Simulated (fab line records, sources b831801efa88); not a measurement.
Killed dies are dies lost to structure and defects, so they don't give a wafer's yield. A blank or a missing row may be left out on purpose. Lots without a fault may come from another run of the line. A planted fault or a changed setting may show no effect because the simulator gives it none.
fab line records | flow sky130
record lots=5 wafers=15 last_day=50
route steps=708 shown VT_ADJUST_LVTN@100 VT_ADJUST_NCORE@119 VT_ADJUST_HVTR@131
lots that met no fault: from a run of the same line without faults
start_h: hours from the record's first day to the start of the lot's first wafer shown | wait_h: hours since the lot's step before | " the same as in the row above | L1.1+2: a row that stands for several wafers | - no value, or no start given | * or withheld: withheld | < > ~ a bound
route shown NAME@n: a module of which the file shows steps, and the number in the route of the first | usual: mean/standard deviation of fault-free wafers | same: alike in all rows | chamber/n: place in a boat | sites: the reading at each site | _std_site: their standard deviation | _edge_site: outer sites' mean less inner sites' | radius_mm: how far each site lies from the wafer's centre | mask NAME#n: copy n | behind: the tool/chamber that last shaped the wafer | hold: why the lot was held/for how many hours/how that ended | device: the transistor (n, p or np) that didn't switch | end of line: the same wafers' tests at the end of the route | a step without rows: its recipe alone | killed: dies lost to structure and defects at the first sort, not the wafer's yield | map: a wafer's dies, x killed, . not, _ none there
set.NAME: the setting as run; set.NAME@STEP: as run at that earlier step | model.NAME: the simulator's own value behind a step, which no gauge read
lots at some steps of the route; a table a step, a row a wafer
services: from which hour (start_h, from the record's first day; less than 0 if before it) a tool's chamber was out of use, for how many hours, and why
## steps
# step SKY_VT_ADJUST_LVTN_SOFTBAKE_03
# recipe temp_c=110 time_s=withheld
# columns lot.wafer tool chamber start_h wait_h
L077.3+4+6 litho_track-01 0 148.61 0.1
L079.1+2+4 litho_track-03 0 163.70 0.1
L088.1+2+6 litho_track-03 0 223.70 0.1
L096.1+3+6 litho_track-01 0 272.30 0.1
L097.1+2+4 litho_track-01 0 287.50 0.1
# step SKY_VT_ADJUST_LVTN_EXPOSE_04
# recipe mask_id=NWM_COMPLEMENT_LESS_NATIVE na=0.6 source_shape=conventional sigma_outer=0.6 polarization=unpolarized target_cd_nm=840 dose_mj=194
# usual stage_vel_mm_s=499.98/0.28
# columns lot.wafer tool chamber start_h wait_h mask stage_vel_mm_s
L077.3 iline_stepper-01 0 - - NWM_COMPLEMENT_LESS_NATIVE#0 500.20
L077.4 " 0 " " NWM_COMPLEMENT_LESS_NATIVE#0 500.34
L077.6 " 0 " " NWM_COMPLEMENT_LESS_NATIVE#0 499.95
L079.1 iline_stepper-02 0 - - NWM_COMPLEMENT_LESS_NATIVE#0 500.20
L079.2 " 0 " " NWM_COMPLEMENT_LESS_NATIVE#0 500.17
L079.4 " 0 " " NWM_COMPLEMENT_LESS_NATIVE#0 500.34
L088.1 iline_stepper-02 0 - - NWM_COMPLEMENT_LESS_NATIVE#0 499.82
L088.2 " 0 " " NWM_COMPLEMENT_LESS_NATIVE#0 499.93
L088.6 " 0 " " NWM_COMPLEMENT_LESS_NATIVE#0 500.04
L096.1 iline_stepper-01 0 - - NWM_COMPLEMENT_LESS_NATIVE#0 499.75
L096.3 " 0 " " NWM_COMPLEMENT_LESS_NATIVE#0 499.84
L096.6 " 0 " " NWM_COMPLEMENT_LESS_NATIVE#0 499.58
L097.1 iline_stepper-02 0 - - NWM_COMPLEMENT_LESS_NATIVE#0 499.90
L097.2 " 0 " " NWM_COMPLEMENT_LESS_NATIVE#0 499.64
L097.4 " 0 " " NWM_COMPLEMENT_LESS_NATIVE#0 500.05
# step SKY_VT_ADJUST_LVTN_PEB_05
# recipe temp_c=115 time_s=withheld
# columns lot.wafer tool chamber start_h wait_h
L077.3+4+6 litho_track-01 0 - -
L079.1+2+4 litho_track-02 0 - -
L088.1+2+6 litho_track-01 0 - -
L096.1+3+6 litho_track-03 0 - -
L097.1+2+4 litho_track-03 0 - -
# step SKY_VT_ADJUST_LVTN_DEVELOP_06
# recipe wall_angle_deg=90 developer=TMAH develop_time_s=60 dev_temp_c=23
# columns lot.wafer tool chamber start_h wait_h
L077.3+4+6 litho_track-01 0 - -
L079.1+2+4 litho_track-02 0 - -
L088.1+2+6 litho_track-01 0 - -
L096.1+3+6 litho_track-03 0 - -
L097.1+2+4 litho_track-03 0 - -
# step SKY_VT_ADJUST_LVTN_OVL_MEAS_07
# usual VT_ADJUST_LVTN_OVL=-0.1/1.1
# columns lot.wafer tool chamber start_h wait_h VT_ADJUST_LVTN_OVL[nm]
L077.3 overlay-01 - 158.31 - -0.1
L077.4 " - " " 0.7
L077.6 " - " " 1.6
L079.1 overlay-01 - 173.91 - 0.4
L079.2 " - " " 0.7
L079.4 " - " " 0.1
L088.1 overlay-01 - 235.65 - 1.4
L088.2 " - " " 0.3
L088.6 " - " " -1.2
L096.1 overlay-02 - 284.90 - -0.2
L096.3 " - " " -1.4
L096.6 " - " " -0.7
L097.1 overlay-01 - 300.65 - -0.9
L097.2 " - " " -1.0
L097.4 " - " " -0.6
# step SKY_VT_ADJUST_LVTN_IMPLANT_08
# recipe species=B energy_kev=30 dose_cm2=1.57e+12 tilt_deg=withheld
# columns lot.wafer tool chamber start_h wait_h
L077.3+4+6 implanter-03 0 158.38 0.1
L079.1+2+4 implanter-03 0 173.94 0.0
L088.1+2+6 implanter-04 0 235.68 0.0
L096.1+3+6 implanter-02 0 284.94 0.0
L097.1+2+4 implanter-04 0 300.69 0.0
# step SKY_VT_ADJUST_LVTN_STRIP_09
# recipe chemistry=O2/N2 power_w=1400 pressure_mtorr=1500 platen_temp_c=withheld o2_flow_sccm=3000 n2_flow_sccm=300 overash_fraction=0.5
# usual chamber_pressure_mTorr=1499.9/1.5 drypump_motor_current_A=5.54/0.25 oes_product_au=0.722/0.0048 strip_time_to_endpoint_s=36.92/0.094
# columns lot.wafer tool chamber start_h wait_h chamber_pressure_mTorr drypump_motor_current_A oes_product_au rf_hours_counter_h strip_time_to_endpoint_s
L077.3 plasma_asher-01 1 158.52 0.1 1500.0 5.27 0.721 - 36.95
L077.4 " 0 " " 1500.6 5.48 0.730 - 36.91
L077.6 " 0 " " 1499.3 5.44 0.721 - 36.97
L079.1 plasma_asher-03 1 174.09 0.1 1501.3 5.96 0.714 39 36.96
L079.2 " 0 " " 1500.2 5.43 0.720 39 36.91
L079.4 " 1 " " 1497.9 5.96 0.723 - 36.93
L088.1 plasma_asher-04 0 235.83 0.1 1499.3 5.67 0.720 53 36.90
L088.2 " 1 " " 1499.7 5.39 0.721 53 36.89
L088.6 " 1 " " 1498.5 5.42 0.722 - 36.94
L096.1 plasma_asher-04 1 285.09 0.1 1501.2 5.41 0.723 58 36.91
L096.3 " 0 " " 1502.2 5.66 0.720 - 36.95
L096.6 " 0 " " 1498.5 5.68 0.716 - 36.92
L097.1 plasma_asher-01 1 300.84 0.1 1497.0 5.25 0.724 60 36.92
L097.2 " 0 " " 1500.8 5.48 0.729 60 37.08
L097.4 " 0 " " 1499.2 5.47 0.722 - 36.98
# step SKY_VT_ADJUST_LVTN_TW_MEAS_10
# usual VT_ADJUST_LVTN_TW=240.1/1.2
# columns lot.wafer tool chamber start_h wait_h VT_ADJUST_LVTN_TW
L077.3 film_metro-04 - 158.60 0.1 241.1
L077.4 " - " " 242.6
L077.6 " - " " 242.9
L079.1 film_metro-02 - 174.19 0.1 239.1
L079.2 " - " " 238.4
L079.4 " - " " 237.8
L088.1 film_metro-02 - 235.93 0.1 239.8
L088.2 " - " " 239.5
L088.6 " - " " 240.7
L096.1 film_metro-03 - 285.19 0.1 240.1
L096.3 " - " " 240.3
L096.6 " - " " 239.1
L097.1 film_metro-04 - 300.94 0.1 241.0
L097.2 " - " " 239.9
L097.4 " - " " 241.5
# step SKY_VT_ADJUST_LVTN_DEHYDRATE_11
# recipe temp_c=200 time_s=60
# columns lot.wafer tool chamber start_h wait_h
L077.3+4+6 litho_track-02 0 167.61 9.0
L079.1+2+4 litho_track-03 0 184.15 9.9
L088.1+2+6 litho_track-02 0 247.21 11.3
L096.1+3+6 litho_track-02 0 296.81 11.6
L097.1+2+4 litho_track-02 0 312.61 11.7
# step SKY_VT_ADJUST_LVTN_HMDS_12
# recipe prime_time_s=60 prime_temp_c=120
# columns lot.wafer tool chamber start_h wait_h
L077.3+4+6 litho_track-02 0 167.76 0.1
L079.1+2+4 litho_track-03 0 184.30 0.1
L088.1+2+6 litho_track-02 0 247.36 0.1
L096.1+3+6 litho_track-02 0 296.96 0.1
L097.1+2+4 litho_track-02 0 312.76 0.1
# step SKY_VT_ADJUST_LVTN_COAT_13
# recipe resist=NOVOLAK spin_rpm=3000 resist_thk_nm=1140
# usual spin_speed_rpm=2999.9/1.8
# columns lot.wafer tool chamber start_h wait_h spin_speed_rpm
L077.3 litho_track-02 0 167.91 0.1 3003.9
L077.4 " 0 " " 3003.3
L077.6 " 0 " " 3001.5
L079.1 litho_track-03 0 184.45 0.1 2999.4
L079.2 " 0 " " 2995.9
L079.4 " 0 " " 2997.8
L088.1 litho_track-02 0 247.51 0.1 2998.2
L088.2 " 0 " " 2999.8
L088.6 " 0 " " 3000.1
L096.1 litho_track-02 0 297.11 0.1 2999.9
L096.3 " 0 " " 2999.9
L096.6 " 0 " " 2998.1
L097.1 litho_track-02 0 312.91 0.1 2999.7
L097.2 " 0 " " 3000.2
L097.4 " 0 " " 3002.4
# step SKY_VT_ADJUST_LVTN_SOFTBAKE_14
# recipe temp_c=90 time_s=60 resist=NOVOLAK
# columns lot.wafer tool chamber start_h wait_h
L077.3+4+6 litho_track-02 0 168.06 0.1
L079.1+2+4 litho_track-03 0 184.60 0.1
L088.1+2+6 litho_track-02 0 247.66 0.1
L096.1+3+6 litho_track-02 0 297.26 0.1
L097.1+2+4 litho_track-02 0 313.06 0.1
# step SKY_VT_ADJUST_LVTN_EXPOSE_15
# recipe mask_id=HVN_STD_DERIVED na=0.6 source_shape=conventional sigma_outer=0.6 polarization=unpolarized target_cd_nm=600 dose_mj=163
# usual stage_vel_mm_s=500.02/0.28
# columns lot.wafer tool chamber start_h wait_h mask stage_vel_mm_s
L077.3 iline_stepper-02 0 - - HVN_STD_DERIVED#0 500.08
L077.4 " 0 " " HVN_STD_DERIVED#0 499.99
L077.6 " 0 " " HVN_STD_DERIVED#0 500.04
L079.1 iline_stepper-02 0 - - HVN_STD_DERIVED#0 500.09
L079.2 " 0 " " HVN_STD_DERIVED#0 500.17
L079.4 " 0 " " HVN_STD_DERIVED#0 500.10
L088.1 iline_stepper-01 0 - - HVN_STD_DERIVED#0 499.63
L088.2 " 0 " " HVN_STD_DERIVED#0 499.88
L088.6 " 0 " " HVN_STD_DERIVED#0 499.63
L096.1 iline_stepper-02 0 - - HVN_STD_DERIVED#0 500.02
L096.3 " 0 " " HVN_STD_DERIVED#0 500.02
L096.6 " 0 " " HVN_STD_DERIVED#0 499.77
L097.1 iline_stepper-02 0 - - HVN_STD_DERIVED#0 500.11
L097.2 " 0 " " HVN_STD_DERIVED#0 500.11
L097.4 " 0 " " HVN_STD_DERIVED#0 500.17
# step SKY_VT_ADJUST_LVTN_PEB_16
# recipe temp_c=withheld time_s=* resist=NOVOLAK
# columns lot.wafer tool chamber start_h wait_h
L077.3+4+6 litho_track-03 0 - -
L079.1+2+4 litho_track-02 0 - -
L088.1+2+6 litho_track-01 0 - -
L096.1+3+6 litho_track-02 0 - -
L097.1+2+4 litho_track-02 0 - -
# step SKY_VT_ADJUST_LVTN_DEVELOP_17
# recipe resist=NOVOLAK developer=TMAH develop_time_s=60 dev_temp_c=23
# columns lot.wafer tool chamber start_h wait_h
L077.3+4+6 litho_track-03 0 178.40 0.1
L079.1+2+4 litho_track-02 0 194.51 0.1
L088.1+2+6 litho_track-01 0 259.55 0.1
L096.1+3+6 litho_track-02 0 310.31 0.1
L097.1+2+4 litho_track-02 0 326.46 0.1
# step SKY_VT_ADJUST_LVTN_OVL_MEAS_18
# usual VT_ADJUST_LVTN_01_OVL=0.6/1.6
# columns lot.wafer tool chamber start_h wait_h VT_ADJUST_LVTN_01_OVL[nm]
L077.3 overlay-01 - 178.51 0.1 0.6
L077.4 " - " " 0.0
L077.6 " - " " 0.5
L079.1 overlay-02 - 194.66 0.1 4.8
L079.2 " - " " 2.4
L079.4 " - " " 3.5
L088.1 overlay-02 - 259.70 0.1 -3.3
L088.2 " - " " -4.3
L088.6 " - " " -2.4
L096.1 overlay-01 - 310.46 0.1 2.2
L096.3 " - " " 2.3
L096.6 " - " " 2.0
L097.1 overlay-02 - 326.61 0.1 -0.1
L097.2 " - " " -1.0
L097.4 " - " " -1.2
# step SKY_VT_ADJUST_LVTN_IMPLANT_19
# recipe species=B energy_kev=30 dose_cm2=6.5e+11 tilt_deg=withheld
# columns lot.wafer tool chamber start_h wait_h
L077.3+4+6 implanter-04 0 178.59 0.1
L079.1+2+4 implanter-02 0 194.69 0.0
L088.1+2+6 implanter-02 0 259.74 0.0
L096.1+3+6 implanter-02 0 310.49 0.0
L097.1+2+4 implanter-04 0 326.64 0.0
# step SKY_VT_ADJUST_LVTN_STRIP_20
# recipe chemistry=O2/N2 power_w=1400 pressure_mtorr=1500 platen_temp_c=withheld o2_flow_sccm=3000 n2_flow_sccm=300 overash_fraction=0.5
# usual chamber_pressure_mTorr=1500.0/1.3 drypump_motor_current_A=5.56/0.24 oes_product_au=0.716/0.0044 strip_time_to_endpoint_s=14.18/0.033
# columns lot.wafer tool chamber start_h wait_h chamber_pressure_mTorr drypump_motor_current_A oes_product_au rf_hours_counter_h strip_time_to_endpoint_s
L077.3 plasma_asher-03 1 178.72 0.1 1498.9 5.98 0.720 - 14.22
L077.4 " 0 " " 1499.7 5.43 0.719 - 14.25
L077.6 " 1 " " 1499.2 5.96 0.721 - 14.23
L079.1 plasma_asher-04 0 194.84 0.1 1499.6 5.66 0.719 49 14.17
L079.2 " 1 " " 1499.2 5.39 0.716 49 14.15
L079.4 " 1 " " 1502.8 5.38 0.713 - 14.20
L088.1 plasma_asher-03 0 259.89 0.1 1500.6 5.45 0.714 47 14.19
L088.2 " 1 " " 1498.4 5.96 0.713 47 14.19
L088.6 " 1 " " 1500.3 5.95 0.714 - 14.23
L096.1 plasma_asher-01 0 310.64 0.1 1500.9 5.46 0.724 61 14.13
L096.3 " 0 " " 1499.3 5.46 0.717 - 14.14
L096.6 " 1 " " 1500.0 5.27 0.716 - 14.20
L097.1 plasma_asher-03 0 326.79 0.1 1500.5 5.45 0.713 54 14.21
L097.2 " 1 " " 1500.3 5.96 0.708 54 14.20
L097.4 " 1 " " 1499.4 5.94 0.720 - 14.17
# step SKY_VT_ADJUST_LVTN_TW_MEAS_21
# usual VT_ADJUST_LVTN_2_TW=187.2/1.1
# columns lot.wafer tool chamber start_h wait_h VT_ADJUST_LVTN_2_TW
L077.3 film_metro-04 - 178.81 0.1 189.1
L077.4 " - " " 188.8
L077.6 " - " " 189.6
L079.1 film_metro-04 - 194.94 0.1 187.0
L079.2 " - " " 188.2
L079.4 " - " " 187.5
L088.1 film_metro-04 - 259.99 0.1 187.8
L088.2 " - " " 188.5
L088.6 " - " " 187.6
L096.1 film_metro-02 - 310.74 0.1 186.3
L096.3 " - " " 185.6
L096.6 " - " " 185.6
L097.1 film_metro-04 - 326.89 0.1 188.4
L097.2 " - " " 187.7
L097.4 " - " " 187.6
# step SKY_VT_ADJUST_NCORE_DEHYDRATE_00
# recipe temp_c=200 time_s=60
# columns lot.wafer tool chamber start_h wait_h
L077.3+4+6 litho_track-04 0 188.33 9.5
L079.1+2+4 litho_track-04 0 205.48 10.5
L088.1+2+6 litho_track-04 0 270.73 10.7
L096.1+3+6 litho_track-01 0 322.89 12.1
L097.1+2+4 litho_track-02 0 340.26 13.4
# step SKY_VT_ADJUST_NCORE_HMDS_01
# recipe prime_time_s=60 prime_temp_c=120
# columns lot.wafer tool chamber start_h wait_h
L077.3+4+6 litho_track-04 0 188.48 0.1
L079.1+2+4 litho_track-04 0 205.63 0.1
L088.1+2+6 litho_track-04 0 270.88 0.1
L096.1+3+6 litho_track-01 0 323.04 0.1
L097.1+2+4 litho_track-02 0 340.41 0.1
# step SKY_VT_ADJUST_NCORE_COAT_02
# recipe resist=NOVOLAK spin_rpm=3000 resist_thk_nm=1140
# usual spin_speed_rpm=3000.1/2
# columns lot.wafer tool chamber start_h wait_h spin_speed_rpm
L077.3 litho_track-04 0 188.63 0.1 2999.0
L077.4 " 0 " " 2998.0
L077.6 " 0 " " 2996.2
L079.1 litho_track-04 0 205.78 0.1 3000.4
L079.2 " 0 " " 3004.6
L079.4 " 0 " " 2998.2
L088.1 litho_track-04 0 271.03 0.1 2997.6
L088.2 " 0 " " 3001.4
L088.6 " 0 " " 3000.1
L096.1 litho_track-01 0 323.19 0.1 3001.2
L096.3 " 0 " " 3002.3
L096.6 " 0 " " 3002.5
L097.1 litho_track-02 0 340.56 0.1 2997.4
L097.2 " 0 " " 2996.2
L097.4 " 0 " " 2998.7
# step SKY_VT_ADJUST_NCORE_SOFTBAKE_03
# recipe temp_c=90 time_s=60 resist=NOVOLAK
# columns lot.wafer tool chamber start_h wait_h
L077.3+4+6 litho_track-04 0 188.78 0.1
L079.1+2+4 litho_track-04 0 205.93 0.1
L088.1+2+6 litho_track-04 0 271.18 0.1
L096.1+3+6 litho_track-01 0 323.34 0.1
L097.1+2+4 litho_track-02 0 340.71 0.1
# step SKY_VT_ADJUST_NCORE_EXPOSE_04
# recipe mask_id=LVTN_COMPLEMENT_THIN na=0.6 source_shape=conventional sigma_outer=0.6 polarization=unpolarized target_cd_nm=380 dose_mj=139
# usual stage_vel_mm_s=500.00/0.23
# columns lot.wafer tool chamber start_h wait_h mask stage_vel_mm_s
L077.3 iline_stepper-02 0 - - LVTN_COMPLEMENT_THIN#0 499.79
L077.4 " 0 " " LVTN_COMPLEMENT_THIN#0 500.02
L077.6 " 0 " " LVTN_COMPLEMENT_THIN#0 500.11
L079.1 iline_stepper-01 0 - - LVTN_COMPLEMENT_THIN#0 500.01
L079.2 " 0 " " LVTN_COMPLEMENT_THIN#0 499.95
L079.4 " 0 " " LVTN_COMPLEMENT_THIN#0 500.22
L088.1 iline_stepper-01 0 - - LVTN_COMPLEMENT_THIN#0 499.90
L088.2 " 0 " " LVTN_COMPLEMENT_THIN#0 499.73
L088.6 " 0 " " LVTN_COMPLEMENT_THIN#0 499.78
L096.1 iline_stepper-02 0 - - LVTN_COMPLEMENT_THIN#0 500.47
L096.3 " 0 " " LVTN_COMPLEMENT_THIN#0 500.05
L096.6 " 0 " " LVTN_COMPLEMENT_THIN#0 500.42
L097.1 iline_stepper-01 0 - - LVTN_COMPLEMENT_THIN#0 500.07
L097.2 " 0 " " LVTN_COMPLEMENT_THIN#0 499.95
L097.4 " 0 " " LVTN_COMPLEMENT_THIN#0 500.19
# step SKY_VT_ADJUST_NCORE_PEB_05
# recipe temp_c=withheld time_s=* resist=NOVOLAK
# columns lot.wafer tool chamber start_h wait_h
L077.3+4+6 litho_track-01 0 - -
L079.1+2+4 litho_track-01 0 - -
L088.1+2+6 litho_track-02 0 - -
L096.1+3+6 litho_track-02 0 - -
L097.1+2+4 litho_track-01 0 - -
# step SKY_VT_ADJUST_NCORE_DEVELOP_06
# recipe resist=NOVOLAK developer=TMAH develop_time_s=60 dev_temp_c=23
# columns lot.wafer tool chamber start_h wait_h
L077.3+4+6 litho_track-01 0 199.75 0.1
L079.1+2+4 litho_track-01 0 217.20 0.1
L088.1+2+6 litho_track-02 0 283.91 0.1
L096.1+3+6 litho_track-02 0 337.36 0.1
L097.1+2+4 litho_track-01 0 353.79 0.1
# step SKY_VT_ADJUST_NCORE_CD_MEAS_07
# recipe target_cd_nm=380
# usual cd_nm=380/3
# columns lot.wafer tool chamber start_h wait_h cd_nm
L077.3 cd_sem-01 - 199.89 0.1 377
L077.4 " - " " 378
L077.6 " - " " 380
L079.1 cd_sem-02 - 217.35 0.1 383
L079.2 " - " " 383
L079.4 " - " " 382
L088.1 cd_sem-02 - 284.06 0.1 380
L088.2 " - " " 380
L088.6 " - " " 378
L096.1 cd_sem-01 - 337.51 0.1 381
L096.3 " - " " 384
L096.6 " - " " 384
L097.1 cd_sem-01 - 353.94 0.1 378
L097.2 " - " " 378
L097.4 " - " " 378
# step SKY_VT_ADJUST_NCORE_OVL_MEAS_08
# usual VT_ADJUST_NCORE_OVL=0.5/1.5
# columns lot.wafer tool chamber start_h wait_h VT_ADJUST_NCORE_OVL[nm]
L077.3 overlay-02 - 199.98 0.1 1.5
L077.4 " - " " 0.5
L077.6 " - " " 1.2
L079.1 overlay-02 - 217.47 0.1 -0.3
L079.2 " - " " 0.4
L079.4 " - " " 1.0
L088.1 overlay-01 - 284.18 0.1 -0.3
L088.2 " - " " 0.1
L088.6 " - " " -0.7
L096.1 overlay-02 - 337.63 0.1 0.1
L096.3 " - " " -1.5
L096.6 " - " " 0.3
L097.1 overlay-02 - 354.06 0.1 -3.0
L097.2 " - " " -2.8
L097.4 " - " " -2.6
# step SKY_VT_ADJUST_NCORE_IMPLANT_09
# recipe species=B energy_kev=10 dose_cm2=2.4e+12 tilt_deg=withheld
# columns lot.wafer tool chamber start_h wait_h
L077.3+4+6 implanter-01 0 200.05 0.1
L079.1+2+4 implanter-02 0 217.50 0.0
L088.1+2+6 implanter-01 0 284.21 0.0
L096.1+3+6 implanter-01 0 337.66 0.0
L097.1+2+4 implanter-02 0 354.10 0.0
# step SKY_VT_ADJUST_NCORE_STRIP_10
# recipe chemistry=O2/N2 power_w=1400 pressure_mtorr=1500 platen_temp_c=withheld o2_flow_sccm=3000 n2_flow_sccm=300 overash_fraction=0.5
# usual chamber_pressure_mTorr=1500.3/1.3 drypump_motor_current_A=5.48/0.14 oes_product_au=0.716/0.0047 strip_time_to_endpoint_s=14.17/0.036
# columns lot.wafer tool chamber start_h wait_h chamber_pressure_mTorr drypump_motor_current_A oes_product_au rf_hours_counter_h strip_time_to_endpoint_s
L077.3 plasma_asher-04 1 200.18 0.1 1499.2 5.43 0.709 - 14.19
L077.4 " 0 " " 1501.7 5.69 0.714 - 14.14
L077.6 " 0 " " 1498.0 5.71 0.716 - 14.12
L079.1 plasma_asher-01 1 217.65 0.1 1501.7 5.23 0.708 52 14.16
L079.2 " 0 " " 1498.8 5.49 0.719 52 14.14
L079.4 " 0 " " 1500.8 5.48 0.716 - 14.14
L088.1 plasma_asher-02 1 284.36 0.1 1499.8 5.51 0.720 15 14.17
L088.2 " 0 " " 1501.6 5.48 0.715 15 14.18
L088.6 " 0 " " 1500.5 5.47 0.709 - 14.16
L096.1 plasma_asher-01 1 337.81 0.1 1499.5 5.24 0.719 63 14.21
L096.3 " 0 " " 1498.3 5.48 0.723 - 14.17
L096.6 " 0 " " 1499.5 5.47 0.711 - 14.19
L097.1 plasma_asher-04 1 354.25 0.1 1501.5 5.38 0.717 64 14.14
L097.2 " 0 " " 1501.2 5.69 0.712 64 14.12
L097.4 " 1 " " 1498.4 5.36 0.717 - 14.16
# step SKY_VT_ADJUST_NCORE_TW_MEAS_11
# usual VT_ADJUST_NCORE_TW=218.4/1.2
# columns lot.wafer tool chamber start_h wait_h VT_ADJUST_NCORE_TW
L077.3 film_metro-03 - 200.27 0.1 219.0
L077.4 " - " " 218.1
L077.6 " - " " 217.6
L079.1 film_metro-04 - 217.75 0.1 219.6
L079.2 " - " " 218.6
L079.4 " - " " 220.4
L088.1 film_metro-01 - 284.46 0.1 218.6
L088.2 " - " " 219.0
L088.6 " - " " 218.2
L096.1 film_metro-03 - 337.91 0.1 217.7
L096.3 " - " " 217.2
L096.6 " - " " 217.4
L097.1 film_metro-03 - 354.35 0.1 216.7
L097.2 " - " " 218.1
L097.4 " - " " 217.2
# step SKY_VT_ADJUST_HVTR_DEHYDRATE_00
# recipe temp_c=200 time_s=60
# columns lot.wafer tool chamber start_h wait_h
L077.3+4+6 litho_track-02 0 211.11 10.8
L079.1+2+4 litho_track-03 0 228.45 10.7
L088.1+2+6 litho_track-03 0 295.30 10.8
L096.1+3+6 litho_track-02 0 350.91 13.0
L097.1+2+4 litho_track-03 0 367.70 13.3
# step SKY_VT_ADJUST_HVTR_HMDS_01
# recipe prime_time_s=60 prime_temp_c=120
# columns lot.wafer tool chamber start_h wait_h
L077.3+4+6 litho_track-02 0 211.26 0.1
L079.1+2+4 litho_track-03 0 228.60 0.1
L088.1+2+6 litho_track-03 0 295.45 0.1
L096.1+3+6 litho_track-02 0 351.06 0.1
L097.1+2+4 litho_track-03 0 367.85 0.1
# step SKY_VT_ADJUST_HVTR_COAT_02
# recipe resist=NOVOLAK spin_rpm=3000 resist_thk_nm=1140
# usual spin_speed_rpm=3000.1/2
# columns lot.wafer tool chamber start_h wait_h spin_speed_rpm
L077.3 litho_track-02 0 211.41 0.1 3002.9
L077.4 " 0 " " 3000.2
L077.6 " 0 " " 2999.1
L079.1 litho_track-03 0 228.75 0.1 3002.1
L079.2 " 0 " " 2998.9
L079.4 " 0 " " 3002.0
L088.1 litho_track-03 0 295.60 0.1 2998.4
L088.2 " 0 " " 2999.3
L088.6 " 0 " " 2997.5
L096.1 litho_track-02 0 351.21 0.1 3003.0
L096.3 " 0 " " 3007.5
L096.6 " 0 " " 3003.0
L097.1 litho_track-03 0 368.00 0.1 2999.5
L097.2 " 0 " " 3000.4
L097.4 " 0 " " 3000.9
# step SKY_VT_ADJUST_HVTR_SOFTBAKE_03
# recipe temp_c=90 time_s=60 resist=NOVOLAK
# columns lot.wafer tool chamber start_h wait_h
L077.3+4+6 litho_track-02 0 211.56 0.1
L079.1+2+4 litho_track-03 0 228.90 0.1
L088.1+2+6 litho_track-03 0 295.75 0.1
L096.1+3+6 litho_track-02 0 351.36 0.1
L097.1+2+4 litho_track-03 0 368.15 0.1
# step SKY_VT_ADJUST_HVTR_EXPOSE_04
# recipe mask_id=HVTRM target_cd_nm=380 na=0.6 source_shape=conventional sigma_outer=0.6 dose_mj=150
# usual stage_vel_mm_s=500.02/0.26
# columns lot.wafer tool chamber start_h wait_h mask stage_vel_mm_s
L077.3 iline_stepper-01 0 - - HVTRM#0 500.13
L077.4 " 0 " " HVTRM#0 499.91
L077.6 " 0 " " HVTRM#0 500.14
L079.1 iline_stepper-02 0 - - HVTRM#0 500.56
L079.2 " 0 " " HVTRM#0 500.81
L079.4 " 0 " " HVTRM#0 500.35
L088.1 iline_stepper-02 0 - - HVTRM#0 500.20
L088.2 " 0 " " HVTRM#0 500.03
L088.6 " 0 " " HVTRM#0 500.36
L096.1 iline_stepper-01 0 - - HVTRM#0 500.20
L096.3 " 0 " " HVTRM#0 500.01
L096.6 " 0 " " HVTRM#0 500.02
L097.1 iline_stepper-01 0 - - HVTRM#0 499.39
L097.2 " 0 " " HVTRM#0 499.57
L097.4 " 0 " " HVTRM#0 499.46
# step SKY_VT_ADJUST_HVTR_PEB_05
# recipe temp_c=withheld time_s=* resist=NOVOLAK
# columns lot.wafer tool chamber start_h wait_h
L077.3+4+6 litho_track-03 0 - -
L079.1+2+4 litho_track-02 0 - -
L088.1+2+6 litho_track-03 0 - -
L096.1+3+6 litho_track-04 0 - -
L097.1+2+4 litho_track-03 0 - -
# step SKY_VT_ADJUST_HVTR_DEVELOP_06
# recipe develop_time_s=60 dev_temp_c=23
# columns lot.wafer tool chamber start_h wait_h
L077.3+4+6 litho_track-03 0 222.50 0.1
L079.1+2+4 litho_track-02 0 240.16 0.1
L088.1+2+6 litho_track-03 0 308.95 0.1
L096.1+3+6 litho_track-04 0 364.58 0.1
L097.1+2+4 litho_track-03 0 382.65 0.1
# step SKY_VT_ADJUST_HVTR_CD_MEAS_07
# recipe target_cd_nm=380
# usual cd_nm=379.6/2.6
# columns lot.wafer tool chamber start_h wait_h cd_nm
L077.3 cd_sem-01 - 222.64 0.1 382.4
L077.4 " - " " 379.7
L077.6 " - " " 378.2
L079.1 cd_sem-01 - 240.31 0.1 380.0
L079.2 " - " " 380.6
L079.4 " - " " 382.2
L088.1 cd_sem-02 - 309.10 0.1 379.1
L088.2 " - " " 381.0
L088.6 " - " " 378.9
L096.1 cd_sem-02 - 364.73 0.1 381.1
L096.3 " - " " 380.2
L096.6 " - " " 375.7
L097.1 cd_sem-01 - 382.80 0.1 374.0
L097.2 " - " " 373.9
L097.4 " - " " 373.0
# step SKY_VT_ADJUST_HVTR_OVL_MEAS_08
# usual VT_ADJUST_HVTR_OVL=-0.4/1.5
# columns lot.wafer tool chamber start_h wait_h VT_ADJUST_HVTR_OVL[nm]
L077.3 overlay-02 - 222.73 0.1 0.5
L077.4 " - " " 2.6
L077.6 " - " " 0.0
L079.1 overlay-02 - 240.43 0.1 0.0
L079.2 " - " " 0.5
L079.4 " - " " 0.4
L088.1 overlay-02 - 309.22 0.1 -1.7
L088.2 " - " " -2.7
L088.6 " - " " -2.5
L096.1 overlay-02 - 364.85 0.1 -1.3
L096.3 " - " " -1.6
L096.6 " - " " -2.8
L097.1 overlay-01 - 382.92 0.1 2.0
L097.2 " - " " 1.8
L097.4 " - " " 1.0
# step SKY_VT_ADJUST_HVTR_IMPLANT_09
# recipe species=B energy_kev=10 dose_cm2=2.1e+12 tilt_deg=withheld
# columns lot.wafer tool chamber start_h wait_h
L077.3+4+6 implanter-04 0 222.81 0.1
L079.1+2+4 implanter-04 0 240.46 0.0
L088.1+2+6 implanter-02 0 309.26 0.0
L096.1+3+6 implanter-02 0 364.89 0.0
L097.1+2+4 implanter-01 0 382.96 0.0
## services
# columns tool chamber start_h hours kind
plasma_asher-02 0 125.40 - clean
plasma_asher-02 1 125.40 - clean
iline_stepper-01 - 145.02 1.7 pm
implanter-04 - 158.06 0.5 repair
plasma_asher-04 - 164.17 7.2 repair
implanter-02 - 169.68 9.3 repair
implanter-03 - 177.56 5.0 pm
iline_stepper-01 - 180.06 2.1 pm
iline_stepper-01 - 182.14 - consumable_replace:lamp
implanter-04 - 206.64 4.9 pm
implanter-03 - 208.29 0.7 repair
iline_stepper-02 - 210.34 1.7 pm
implanter-03 - 254.79 6.2 pm
plasma_asher-04 - 266.30 1.3 repair
implanter-04 - 307.88 3.4 pm
implanter-04 - 312.77 2.4 repair
implanter-02 - 320.57 4.4 pm
implanter-04 - 356.70 1.8 repair
plasma_asher-03 - 357.60 0.5 repair
iline_stepper-01 - 363.24 1.7 pm
implanter-01 - 364.49 3.7 repair
plasma_asher-04 - 368.22 2.8 pm
## key
fault none
